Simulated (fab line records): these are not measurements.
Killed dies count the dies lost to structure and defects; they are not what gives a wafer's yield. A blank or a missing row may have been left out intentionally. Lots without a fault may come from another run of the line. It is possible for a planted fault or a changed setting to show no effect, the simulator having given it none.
What tool caused it? | flow gf180mcu | 72 wafers from 24 lots sampled at 6 of the route's 602 steps

== WHAT THE GAUGES READ, wafer by wafer ==
GF_HV_LDD_RS_MEAS_53: uses a four-point probe to measure. Usual: for HV_LDD_RS the level is 418.2 ohm/sq and the standard deviation is 1.2.
lot  | measured     | on            | HV_LDD_RS (ohm/sq) | flag
L074 | day 12 23:09 | film-metro-02 | 419.4 419.9 418.8  |
L075 | day 13 05:45 | film-metro-01 | 416.8 416.6 416.5  |
L076 | day 13 13:46 | film-metro-01 | 417.1 417.8 419.1  |
L077 | day 13 19:11 | film-metro-02 | 419.8 418.0 420.4  |
L078 | day 14 00:53 | film-metro-01 | 417.2 417.2 417.1  |
L079 | day 14 11:47 | film-metro-01 | 417.1 417.1 417.6  |
L080 | day 14 22:02 | film-metro-04 | 419.1 419.6 418.5  |
L081 | day 15 07:12 | film-metro-02 | 418.6 420.7 418.7  |
L082 | day 15 14:55 | film-metro-04 | 418.9 418.3 418.3  |
L083 | day 15 21:20 | film-metro-02 | 418.5 418.7 419.1  |
L084 | day 16 04:25 | film-metro-01 | 418.1 417.8 416.9  |
L085 | day 16 07:55 | film-metro-02 | 419.9 417.6 419.8  |
L086 | day 16 21:13 | film-metro-04 | 417.2 417.6 417.1  |
L087 | day 17 04:45 | film-metro-04 | 419.3 418.0 419.1  |
L088 | day 17 15:04 | film-metro-02 | 417.3 418.7 417.6  |
L089 | day 17 22:02 | film-metro-02 | 419.1 419.5 419.9  |
L090 | day 18 04:36 | film-metro-02 | 419.6 420.2 420.3  |
L091 | day 18 13:31 | film-metro-01 | 415.2 415.8 417.2  |
L092 | day 18 21:52 | film-metro-02 | 418.7 418.1 417.5  |
L093 | day 19 05:13 | film-metro-04 | 417.8 418.6 418.2  |
L094 | day 19 19:39 | film-metro-02 | 418.1 417.6 419.2  |
L095 | day 20 00:14 | film-metro-01 | 415.6 416.7 416.8  |
L096 | day 20 07:11 | film-metro-01 | 417.5 416.7 417.0  |
L097 | day 20 13:25 | film-metro-04 | 418.1 419.7 418.0  |

GF_M5_OVL_MEAS_08. Usual: for M5_OVL the level is 3 nm and the standard deviation is 6.3.
lot  | measured     | on         | M5_OVL (nm) | flag
L074 | day 27 03:05 | overlay-01 | 3 4 -4      |
L075 | day 27 08:44 | overlay-01 | 3 13 2      |
L076 | day 27 14:08 | overlay-02 | -6 1 -2     |
L077 | day 27 23:49 | overlay-01 | 1 0 1       |
L078 | day 28 04:30 | overlay-01 | 6 9 18      |
L079 | day 28 12:34 | overlay-01 | 0 2 -5      |
L080 | day 29 02:17 | overlay-02 | 2 6 -4      |
L081 | day 29 06:26 | overlay-01 | -4 0 4      |
L082 | day 29 13:19 | overlay-02 | -10 -12 -3  |
L083 | day 29 21:08 | overlay-01 | 8 4 10      |
L084 | day 30 04:34 | overlay-01 | -3 -1 -2    |
L085 | day 30 07:11 | overlay-01 | 13 12 8     |
L086 | day 30 17:46 | overlay-02 | 9 9 8       |
L087 | day 30 22:26 | overlay-01 | 13 6 11     |
L088 | day 31 05:45 | overlay-01 | -7 -1 -7    |
L089 | day 31 10:32 | overlay-01 | 25 6 8      |
L090 | day 31 16:05 | overlay-01 | 9 -2 2      |
L091 | day 31 22:44 | overlay-01 | -2 3 4      |
L092 | day 32 06:14 | overlay-01 | 4 -2 3      |
L093 | day 32 09:41 | overlay-01 | 4 -6 -5     |
L094 | day 32 20:09 | overlay-02 | -1 3 1      |
L095 | day 33 00:02 | overlay-02 | -2 -12 -8   |
L096 | day 33 06:00 | overlay-02 | 8 1 -1      |
L097 | day 33 10:06 | overlay-01 | -2 -1 -1    |

== TOOL THAT RAN EACH LOT (tool first, then ch and the chambers of the sampled wafers, then the start) ==
lot  | GF_HV_LDD_STRIP_49                   | GF_SALICIDE_SPUTTER_02       | GF_M2_STRIP_17                       | GF_V2_CMP_26
L074 | plasma-asher-01 ch 0,1, day 12 22:53 | pvd-sputter-01, day 15 19:25 | plasma-asher-01 ch 0,1, day 20 01:29 | cmp-01 ch 0,2,3, day 21 04:05
L075 | plasma-asher-01 ch 0,1, day 13 05:29 | pvd-sputter-02, day 16 02:17 | plasma-asher-01 ch 0,1, day 20 08:31 | cmp-01 ch 1,3, day 21 11:35
L076 | plasma-asher-04 ch 0,1, day 13 13:29 | pvd-sputter-03, day 16 11:04 | plasma-asher-03 ch 0,1, day 20 16:26 | cmp-01 ch 0,1,3, day 21 19:32
L077 | plasma-asher-01 ch 0,1, day 13 18:55 | pvd-sputter-03, day 16 18:00 | plasma-asher-02 ch 0,1, day 21 00:44 | cmp-02 ch 2,3, day 22 03:14
L078 | plasma-asher-02 ch 0,1, day 14 00:37 | pvd-sputter-01, day 17 00:07 | plasma-asher-03 ch 0,1, day 21 07:07 | cmp-02 ch 0,3, day 22 09:59
L079 | plasma-asher-04 ch 1, day 14 11:29   | pvd-sputter-02, day 17 10:37 | plasma-asher-03 ch 0, day 21 16:53   | cmp-02 ch 0,2,3, day 22 19:11
L080 | plasma-asher-02 ch 0,1, day 14 21:46 | pvd-sputter-01, day 18 00:01 | plasma-asher-02 ch 0,1, day 22 07:29 | cmp-01 ch 0,2,3, day 23 09:02
L081 | plasma-asher-02 ch 0,1, day 15 06:56 | pvd-sputter-02, day 18 07:35 | plasma-asher-03 ch 0,1, day 22 15:59 | cmp-02 ch 0,1,2, day 23 16:53
L082 | plasma-asher-01 ch 0,1, day 15 14:37 | pvd-sputter-02, day 18 15:50 | plasma-asher-01 ch 0,1, day 22 23:47 | cmp-02 ch 1,2,3, day 24 01:17
L083 | plasma-asher-04 ch 0,1, day 15 21:02 | pvd-sputter-02, day 19 00:16 | plasma-asher-01 ch 0,1, day 23 07:44 | cmp-01 ch 0,1,2, day 24 09:05
L084 | plasma-asher-04 ch 0,1, day 16 04:08 | pvd-sputter-02, day 19 08:05 | plasma-asher-02 ch 0,1, day 23 14:47 | cmp-01 ch 1,3, day 24 16:05
L085 | plasma-asher-04 ch 0,1, day 16 07:38 | pvd-sputter-01, day 19 11:31 | plasma-asher-02 ch 0,1, day 23 18:20 | cmp-02 ch 0,2,3, day 24 19:14
L086 | plasma-asher-01 ch 0,1, day 16 20:52 | pvd-sputter-01, day 20 02:19 | plasma-asher-01 ch 0,1, day 24 08:05 | cmp-01 ch 0,1,3, day 25 07:49
L087 | plasma-asher-04 ch 0,1, day 17 04:29 | pvd-sputter-01, day 20 09:20 | plasma-asher-03 ch 0,1, day 24 13:50 | cmp-01 ch 0,1,3, day 25 15:00
L088 | plasma-asher-01 ch 0,1, day 17 14:47 | pvd-sputter-01, day 20 20:28 | plasma-asher-02 ch 0,1, day 25 00:27 | cmp-02 ch 2,3, day 26 00:08
L089 | plasma-asher-04 ch 0,1, day 17 21:44 | pvd-sputter-01, day 21 03:01 | plasma-asher-03 ch 1, day 25 06:00   | cmp-01 ch 0,2,3, day 26 05:56
L090 | plasma-asher-02 ch 1, day 18 04:20   | pvd-sputter-02, day 21 09:58 | plasma-asher-01 ch 0,1, day 25 11:55 | cmp-01 ch 0,3, day 26 12:23
L091 | plasma-asher-02 ch 0,1, day 18 13:13 | pvd-sputter-02, day 21 19:25 | plasma-asher-02 ch 0,1, day 25 20:06 | cmp-02 ch 0,2,3, day 26 19:49
L092 | plasma-asher-01 ch 0,1, day 18 21:35 | pvd-sputter-02, day 22 03:26 | plasma-asher-03 ch 0,1, day 26 04:13 | cmp-01 ch 0,1,3, day 27 03:59
L093 | plasma-asher-01 ch 0,1, day 19 04:55 | pvd-sputter-03, day 22 09:43 | plasma-asher-03 ch 0,1, day 26 09:29 | cmp-01 ch 1,3, day 27 08:57
L094 | plasma-asher-02 ch 0,1, day 19 19:22 | pvd-sputter-01, day 23 01:22 | plasma-asher-02 ch 0,1, day 26 23:36 | cmp-02 ch 2,3, day 27 21:56
L095 | plasma-asher-02 ch 0,1, day 19 23:55 | pvd-sputter-01, day 23 04:11 | plasma-asher-03 ch 1, day 27 02:21   | cmp-02 ch 0,1,3, day 28 01:49
L096 | plasma-asher-01 ch 0,1, day 20 06:52 | pvd-sputter-01, day 23 11:49 | plasma-asher-01 ch 1, day 27 08:41   | cmp-02 ch 0,1,2, day 28 08:05
L097 | plasma-asher-02 ch 0,1, day 20 13:07 | pvd-sputter-03, day 23 16:49 | plasma-asher-01 ch 0,1, day 27 13:53 | cmp-01 ch 1,2,3, day 28 11:46
- GF_HV_LDD_STRIP_49: strips in O2/N2.
- GF_SALICIDE_SPUTTER_02: material Co, target thk 10 nm, time 20 s.
- GF_M2_STRIP_17: strips in O2/N2.
- GF_V2_CMP_26: polishes, stops on SiO2, t overpolish 15 s, target thk 0 nm.

== WHAT THE TOOLS THEMSELVES READ (means of the sampled wafers that have a number; where no wafer has one, the mark that the record gives instead) ==
GF_HV_LDD_STRIP_49. Usual: drypump-motor-current-A 5.6 A, standard deviation 0.32; heater-power-w 344 W, standard deviation 27; o2-flow-sccm 3000 sccm, standard deviation 8.6; oes-product-au 0.716 a.u., standard deviation 0.0045; strip-time-to-endpoint-s 12.63 s, standard deviation 0.039.
lot  | tool            | drypump-motor-current-A (A) | heater-power-w (W) | o2-flow-sccm (sccm) | oes-product-au (a.u.) | strip-time-to-endpoint-s (s) | flag
L074 | plasma-asher-01 | 5.4                         | 351                | 2996                | 0.714                 | 12.61                        |
L075 | plasma-asher-01 | 5.5                         | 363                | 3007                | 0.718                 | 12.65                        |
L076 | plasma-asher-04 | 5.5                         | 320                | 3008                | 0.718                 | 12.63                        |
L077 | plasma-asher-01 | 5.4                         | 354                | 2990                | 0.718                 | 12.65                        |
L078 | plasma-asher-02 | 5.6                         | 347                | 3002                | 0.717                 | 12.53                        |
L079 | plasma-asher-04 | 5.5                         | 331                | 2995                | 0.714                 | 12.65                        |
L080 | plasma-asher-02 | 5.9                         | 361                | 3004                | 0.716                 | 12.58                        |
L081 | plasma-asher-02 | 5.6                         | 344                | 2998                | 0.711                 | 12.62                        |
L082 | plasma-asher-01 | 5.4                         | 353                | 2994                | 0.714                 | 12.60                        |
L083 | plasma-asher-04 | 5.6                         | 315                | 3004                | 0.713                 | 12.63                        |
L084 | plasma-asher-04 | 5.5                         | 322                | 3002                | 0.716                 | 12.64                        |
L085 | plasma-asher-04 | 5.6                         | 318                | 3005                | 0.715                 | 12.65                        |
L086 | plasma-asher-01 | 5.5                         | 362                | 2999                | 0.719                 | 12.63                        |
L087 | plasma-asher-04 | 5.6                         | 314                | 2999                | 0.715                 | 12.66                        |
L088 | plasma-asher-01 | 5.4                         | 345                | 2996                | 0.716                 | 12.61                        |
L089 | plasma-asher-04 | 5.6                         | 312                | 3000                | 0.713                 | 12.69                        |
L090 | plasma-asher-02 | 6.2                         | 364                | 3002                | 0.714                 | 12.62                        |
L091 | plasma-asher-02 | 5.6                         | 344                | 2998                | 0.716                 | 12.63                        |
L092 | plasma-asher-01 | 5.4                         | 348                | 2995                | 0.718                 | 12.62                        |
L093 | plasma-asher-01 | 5.5                         | 367                | 3001                | 0.717                 | 12.67                        |
L094 | plasma-asher-02 | 5.6                         | 353                | 3003                | 0.713                 | 12.59                        |
L095 | plasma-asher-02 | 5.9                         | 353                | 3000                | 0.714                 | 12.66                        |
L096 | plasma-asher-01 | 5.5                         | 365                | 3008                | 0.716                 | 12.60                        |
L097 | plasma-asher-02 | 5.9                         | 361                | 2991                | 0.714                 | 12.65                        |

GF_SALICIDE_SPUTTER_02. Usual: throttle-valve-pct reads 29.9 % (standard deviation 1).
lot  | tool           | throttle-valve-pct (%) | flag
L074 | pvd-sputter-01 | 30.2                   |
L075 | pvd-sputter-02 | 29.4                   |
L076 | pvd-sputter-03 | 29.0                   |
L077 | pvd-sputter-03 | 29.2                   |
L078 | pvd-sputter-01 | 30.2                   |
L079 | pvd-sputter-02 | 31.2                   |
L080 | pvd-sputter-01 | 29.8                   |
L081 | pvd-sputter-02 | 30.6                   |
L082 | pvd-sputter-02 | 29.5                   |
L083 | pvd-sputter-02 | 29.4                   |
L084 | pvd-sputter-02 | 29.9                   |
L085 | pvd-sputter-01 | 30.2                   |
L086 | pvd-sputter-01 | 29.7                   |
L087 | pvd-sputter-01 | 30.0                   |
L088 | pvd-sputter-01 | 30.0                   |
L089 | pvd-sputter-01 | 30.0                   |
L090 | pvd-sputter-02 | 29.5                   |
L091 | pvd-sputter-02 | 29.4                   |
L092 | pvd-sputter-02 | 30.3                   |
L093 | pvd-sputter-03 | 28.3                   |
L094 | pvd-sputter-01 | 29.7                   |
L095 | pvd-sputter-01 | 29.8                   |
L096 | pvd-sputter-01 | 30.3                   |
L097 | pvd-sputter-03 | 29.9                   |

GF_M2_STRIP_17. Usual: drypump-motor-current-A 5.6 A, standard deviation 0.3; heater-power-w 335 W, standard deviation 35; o2-flow-sccm 3000 sccm, standard deviation 10; oes-product-au 0.557 a.u., standard deviation 0.0056; strip-time-to-endpoint-s 7.86 s, standard deviation 0.039.
lot  | tool            | drypump-motor-current-A (A) | heater-power-w (W) | o2-flow-sccm (sccm) | oes-product-au (a.u.) | strip-time-to-endpoint-s (s) | flag
L074 | plasma-asher-01 | 5.4                         | 347                | 2999                | 0.558                 | 7.86                         |
L075 | plasma-asher-01 | 5.4                         | 346                | 3001                | 0.555                 | 7.84                         |
L076 | plasma-asher-03 | 5.7                         | 315                | 2996                | 0.562                 | 7.92                         |
L077 | plasma-asher-02 | 5.9                         | 359                | 2996                | 0.556                 | 7.87                         |
L078 | plasma-asher-03 | 5.6                         | 312                | 3007                | 0.559                 | 7.88                         |
L079 | plasma-asher-03 | 5.7                         | 330                | 2994                | 0.561                 | 7.88                         |
L080 | plasma-asher-02 | 5.6                         | 345                | 2991                | 0.557                 | 7.89                         |
L081 | plasma-asher-03 | 5.6                         | 313                | 2996                | 0.557                 | 7.86                         |
L082 | plasma-asher-01 | 5.4                         | 349                | 3009                | 0.561                 | 7.84                         |
L083 | plasma-asher-01 | 5.4                         | 350                | 2993                | 0.561                 | 7.87                         |
L084 | plasma-asher-02 | 5.6                         | 350                | 3001                | 0.554                 | 7.87                         |
L085 | plasma-asher-02 | 5.6                         | 350                | 3008                | 0.554                 | 7.85                         |
L086 | plasma-asher-01 | 5.5                         | 368                | 2987                | 0.555                 | 7.87                         |
L087 | plasma-asher-03 | 5.6                         | 294                | 3008                | 0.562                 | 7.85                         |
L088 | plasma-asher-02 | 5.6                         | 347                | 2997                | 0.554                 | 7.79                         |
L089 | plasma-asher-03 | 5.5                         | 281                | 2992                | 0.554                 | 7.83                         |
L090 | plasma-asher-01 | 5.5                         | 362                | 3006                | 0.555                 | 7.89                         |
L091 | plasma-asher-02 | 5.9                         | 365                | 3000                | 0.549                 | 7.82                         |
L092 | plasma-asher-03 | 5.6                         | 314                | 3007                | 0.553                 | 7.82                         |
L093 | plasma-asher-03 | 5.6                         | 292                | 3003                | 0.554                 | 7.87                         |
L094 | plasma-asher-02 | 5.9                         | 363                | 3008                | 0.556                 | 7.90                         |
L095 | plasma-asher-03 | 5.5                         | 278                | 3005                | 0.555                 | 7.81                         |
L096 | plasma-asher-01 | 5.3                         | 328                | 2997                | 0.556                 | 7.83                         |
L097 | plasma-asher-01 | 5.5                         | 364                | 2992                | 0.560                 | 7.88                         |

GF_V2_CMP_26. Usual: edge-zone-pressure-frac 1.000, standard deviation 0.0049; motor-current-A 11.4 A, standard deviation 0.8; overpolish-run-s 15.000 s, standard deviation 0.0083; slurry-flow-ml-min 150.0, standard deviation 0.45; time-to-endpoint-s 83.3 s, standard deviation 2.6.
lot  | tool   | edge-zone-pressure-frac | motor-current-A (A) | overpolish-run-s (s) | slurry-flow-ml-min | time-to-endpoint-s (s) | flag
L074 | cmp-01 | 1.001                   | 11.4                | 14.996               | 150.4              | 83.0                   |
L075 | cmp-01 | 1.003                   | 11.9                | 14.999               | 150.3              | 82.9                   |
L076 | cmp-01 | 0.996                   | 11.8                | 15.004               | 150.0              | 84.8                   |
L077 | cmp-02 | 0.998                   | 11.9                | 14.989               | 149.8              | 84.7                   |
L078 | cmp-02 | 0.997                   | 11.3                | 14.998               | 150.2              | 82.9                   |
L079 | cmp-02 | 1.002                   | 11.2                | 15.003               | 149.8              | 79.1                   |
L080 | cmp-01 | 1.001                   | 11.7                | 15.002               | 149.7              | 84.4                   |
L081 | cmp-02 | 1.004                   | 10.9                | 14.998               | 149.9              | 85.1                   |
L082 | cmp-02 | 0.997                   | 11.6                | 14.994               | 150.1              | 81.3                   |
L083 | cmp-01 | 1.000                   | 11.4                | 15.003               | 150.0              | 82.8                   |
L084 | cmp-01 | 1.007                   | 11.6                | 14.999               | 150.3              | 83.6                   |
L085 | cmp-02 | 1.005                   | 11.2                | 14.998               | 149.9              | 80.2                   |
L086 | cmp-01 | 1.004                   | 11.6                | 15.005               | 149.8              | 85.6                   |
L087 | cmp-01 | 1.003                   | 11.8                | 15.007               | 150.1              | 87.4                   |
L088 | cmp-02 | 0.999                   | 11.8                | 14.999               | 149.4              | 84.4                   |
L089 | cmp-01 | 1.002                   | 11.5                | 14.997               | 150.0              | 80.9                   |
L090 | cmp-01 | 0.996                   | 12.4                | 15.000               | 150.2              | 84.3                   |
L091 | cmp-02 | 1.002                   | 11.6                | 15.005               | 149.9              | 82.3                   |
L092 | cmp-01 | 1.004                   | 11.8                | 15.004               | 150.2              | 84.5                   |
L093 | cmp-01 | 1.000                   | 11.8                | 14.999               | 150.2              | 79.8                   |
L094 | cmp-02 | 1.000                   | 11.7                | 15.001               | 149.8              | 84.2                   |
L095 | cmp-02 | 0.998                   | 10.7                | 15.000               | 150.0              | 82.8                   |
L096 | cmp-02 | 1.002                   | 10.9                | 14.996               | 149.5              | 81.1                   |
L097 | cmp-01 | 0.998                   | 11.5                | 14.992               | 150.2              | 86.3                   |

== THE ANSWER, worked out from the rows above alone ==
Rule: a lot is off if the mean of its wafers that have a number lies more than 3 standard deviations from the usual mean. A lot without any number at a reading at which 4 lots or more have one is off too. Any other lot the step has rows for is counted as sound. After the gauges, taken in route order, come the tools' own readings; for these a lot's mean is taken, as printed above. At the first step where some lot is off, the reading lying furthest off is the one used; lots without a number count as furthest.
Across all readings shown, no lot is off: no conclusion can be drawn from this.

== WHAT THE SIMULATOR HAD INSERTED ==
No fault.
